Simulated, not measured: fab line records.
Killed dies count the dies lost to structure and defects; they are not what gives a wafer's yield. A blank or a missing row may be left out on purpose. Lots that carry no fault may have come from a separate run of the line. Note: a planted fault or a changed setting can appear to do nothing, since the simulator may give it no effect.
Comparing a struck lot with a sound one + flow sky130 + 14 out of 708 route steps
Sound: the wafers L927.1, L927.5, L927.6. Wafers L948.2, L948.3, L948.6 were the ones struck. Last of all comes the cause.
At each step with rows: each side's tool, then ch and its chambers, then its first start. Under that, the readings that differ: sound wafers + struck wafers + difference of the means + sigmas: that difference in standard deviations of wafers without a fault.
alike: words and numbers the same on both sides, and readings whose means are apart by under 2 such deviations; not compared: readings that were withheld, readings missing a value for some wafer, numbers with overlapping values and no deviation given by the record, and bounds like >300 which may hide the same value.
A row with sigmas, a row that says differs or no value, or rows on one side alone: a step with any of these is where the two part. Numbers that have no deviation but don't overlap get no sigmas and don't part them. Lack of a reading on every wafer of one side parts them only where that side has two or more wafers.

SKY_SONOS_TUNNEL_TW_MEAS_12:
  struck on film metro-03, day 18 16:20; sound on film metro-03, day 11 06:27
  alike: SONOS_TUNNEL_TW
then, 2 steps without rows for these wafers: SKY_SONOS_TUNNEL_CLEAN_13 (cleans in dHF, time 20 s); SKY_SONOS_ONO_OXIDATION_00 (stabilise 600 s, purge 300 s, target thk 2.6 nm).
SKY_SONOS_ONO_THK_MEAS_01:
  struck on film metro-04, day 18 19:13; sound on film metro-04, day 11 07:59
  alike: SONOS_ONO_OXIDATION_THK
then, 1 step without rows for these wafers: SKY_SONOS_ONO_CVD_02 (deposits Si3N4 from DCS/NH3, target thk 10.5 nm, time 180 s).
SKY_SONOS_ONO_THK_MEAS_03:
  struck on film metro-01, day 18 21:04; sound on film metro-01, day 11 10:44
  alike: SONOS_ONO_CVD_02_THK
then, 1 step without rows for these wafers: SKY_SONOS_ONO_CVD_04 (deposits SiO2 from SiH4/N2O, target thk 5.7199 nm).
SKY_SONOS_ONO_THK_MEAS_05:
  struck on film metro-03, day 18 23:33; sound on film metro-01, day 11 12:02
| reading                   | sound          | struck         | difference | sigmas |
|---------------------------|----------------|----------------|------------|--------|
| SONOS_ONO_CVD_04_THK (nm) | 5.79 5.90 5.82 | 5.52 5.63 5.57 | -0.26      | -2     |
then, 4 steps without rows for these wafers: SKY_SONOS_ONO_DEHYDRATE_06 (time 60 s); SKY_SONOS_ONO_HMDS_07 (prime time 60 s); SKY_SONOS_ONO_COAT_08 (resist thk 1140 nm); SKY_SONOS_ONO_SOFTBAKE_09 (time 60 s).
SKY_SONOS_ONO_EXPOSE_10: exposes mask ONOM, target cd 410 nm.
  sound on iline stepper-01 ch 0, day 12 00:13; struck on iline stepper-02, day 19 15:09
  no value came back on the struck wafers for exposure dose mJ cm2, focus offset nm (nm); on the sound wafers exposure dose mJ cm2 reads 149.94 149.95 149.86
  alike: mask
next, for these wafers, 1 step has no rows: SKY_SONOS_ONO_PEB_11.

## WHERE THEY PART
Last at SKY_SONOS_ONO_EXPOSE_10 as far as this record goes, first at SKY_SONOS_ONO_THK_MEAS_05.

WHY: the cause the simulator had injected
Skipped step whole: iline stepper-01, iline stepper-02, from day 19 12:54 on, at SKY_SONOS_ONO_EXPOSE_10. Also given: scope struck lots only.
